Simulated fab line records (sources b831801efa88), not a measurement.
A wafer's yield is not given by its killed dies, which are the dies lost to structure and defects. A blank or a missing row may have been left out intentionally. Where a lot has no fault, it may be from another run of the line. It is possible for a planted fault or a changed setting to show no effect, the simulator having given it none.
The tool behind it: which one? + flow sky130 + 36 wafers from 12 lots sampled at 3 of the route's 708 steps

== WHAT THE GAUGES SHOWED, per wafer ==
SKY_LOCAL_INTERCONNECT_CD_MEAS_11 targets a cd of 170 nm.
| lot  | measured     | on        | cd_nm (nm)        |
|------|--------------|-----------|-------------------|
| L433 | day 31 22:45 | cd_sem-01 | 172.2 171.1 171.9 |
| L432 | day 32 00:25 | cd_sem-01 | 168.9 169.4 170.5 |
| L435 | day 32 09:02 | cd_sem-01 | 171.3 172.5 170.0 |
| L439 | day 33 16:50 | cd_sem-01 | 169.4 169.0 170.5 |
| L440 | day 34 01:38 | cd_sem-01 | 170.9 171.4 172.1 |
| L443 | day 34 21:34 | cd_sem-02 | 168.7 168.3 168.1 |
| L445 | day 35 10:19 | cd_sem-02 | 167.7 168.0 168.0 |
| L449 | day 36 15:41 | cd_sem-02 | 170.0 172.2 171.2 |
| L450 | day 36 17:08 | cd_sem-01 | 171.6 171.5 170.0 |
| L451 | day 37 06:56 | cd_sem-01 | 171.0 171.9 172.8 |
| L452 | day 37 15:05 | cd_sem-02 | 170.1 168.4 170.5 |
| L453 | day 37 20:11 | cd_sem-02 | 171.2 172.7 171.5 |

SKY_LOCAL_INTERCONNECT_OVL_MEAS_12.
| lot  | measured     | on         | LOCAL_INTERCONNECT_OVL (nm) |
|------|--------------|------------|-----------------------------|
| L433 | day 31 22:51 | overlay-02 | 4 8 -1                      |
| L432 | day 32 00:31 | overlay-01 | 4 -5 5                      |
| L435 | day 32 09:10 | overlay-01 | 1 4 0                       |
| L439 | day 33 16:57 | overlay-01 | 7 3 6                       |
| L440 | day 34 01:46 | overlay-02 | 16 9 8                      |
| L443 | day 34 21:40 | overlay-02 | -4 6 4                      |
| L445 | day 35 10:26 | overlay-02 | -7 -10 -9                   |
| L449 | day 36 15:46 | overlay-01 | 3 9 1                       |
| L450 | day 36 17:14 | overlay-01 | 2 -3 1                      |
| L451 | day 37 07:03 | overlay-02 | 1 1 7                       |
| L452 | day 37 15:11 | overlay-02 | 12 13 8                     |
| L453 | day 37 20:16 | overlay-01 | 4 -3 1                      |

== EACH LOT AND THE TOOL THAT RAN IT (in order: tool; ch and the chambers of the sampled wafers; start) ==
| lot  | SKY_LI_CONTACT_ETCH_15             |
|------|------------------------------------|
| L433 | rie_diel-03 ch 0,1, day 30 17:29   |
| L432 | rie_diel-03 ch 1,2,3, day 30 19:20 |
| L435 | rie_diel-04 ch 0,3, day 31 03:53   |
| L439 | rie_diel-04 ch 0,2, day 32 12:55   |
| L440 | rie_diel-03 ch 0,2, day 32 21:56   |
| L443 | rie_diel-01 ch 1,3, day 33 17:26   |
| L445 | rie_diel-01 ch 0,1,3, day 34 06:22 |
| L449 | rie_diel-04 ch 0,1,3, day 35 12:41 |
| L450 | rie_diel-04 ch 0,1,2, day 35 13:49 |
| L451 | rie_diel-04 ch 0,1,2, day 36 03:50 |
| L452 | rie_diel-01 ch 1,2, day 36 11:23   |
| L453 | rie_diel-04 ch 1,2,3, day 36 15:47 |
- SKY_LI_CONTACT_ETCH_15: etches PSG in C4F8/O2/Ar, stops on Si, target depth 600 nm.

== AS READ BY THE TOOLS THEMSELVES (means over the sampled wafers that have a number; for cases with no such wafer, the mark the record gives instead) ==
SKY_LI_CONTACT_ETCH_15.
| lot  | tool        | oes_product_au (a.u.) |
|------|-------------|-----------------------|
| L433 | rie_diel-03 | 0.836                 |
| L432 | rie_diel-03 | 0.836                 |
| L435 | rie_diel-04 | 0.842                 |
| L439 | rie_diel-04 | 0.834                 |
| L440 | rie_diel-03 | 0.831                 |
| L443 | rie_diel-01 | 0.842                 |
| L445 | rie_diel-01 | 0.837                 |
| L449 | rie_diel-04 | 0.836                 |
| L450 | rie_diel-04 | 0.838                 |
| L451 | rie_diel-04 | 0.839                 |
| L452 | rie_diel-01 | 0.839                 |
| L453 | rie_diel-04 | 0.835                 |

== THE ANSWER, worked out from the rows above alone ==
Rule: usual is defined by the lots themselves. Put in order of their means at a reading, lots are off if they are a third of the lots or fewer, leave a main group of 4 or more, and stand apart from it by a gap of 3 or more times the standard deviation of the main group's means; of several such gaps the widest counts. Not used: any main group whose means are identical at the precision the tables above print for the reading. A lot without any number at a reading at which 4 lots or more have one is off too. The other lots that the step has rows for count as sound. The gauges are gone through in route order, then the tools' own readings, and for those a lot's mean is taken as printed above. The first step at which some lot is off is used, and at that step the reading that is off furthest; a lot without a number counts as furthest.
None of the lots is off at any reading shown; this tells nothing.

== WHAT THE SIMULATOR HAD PUT IN ==
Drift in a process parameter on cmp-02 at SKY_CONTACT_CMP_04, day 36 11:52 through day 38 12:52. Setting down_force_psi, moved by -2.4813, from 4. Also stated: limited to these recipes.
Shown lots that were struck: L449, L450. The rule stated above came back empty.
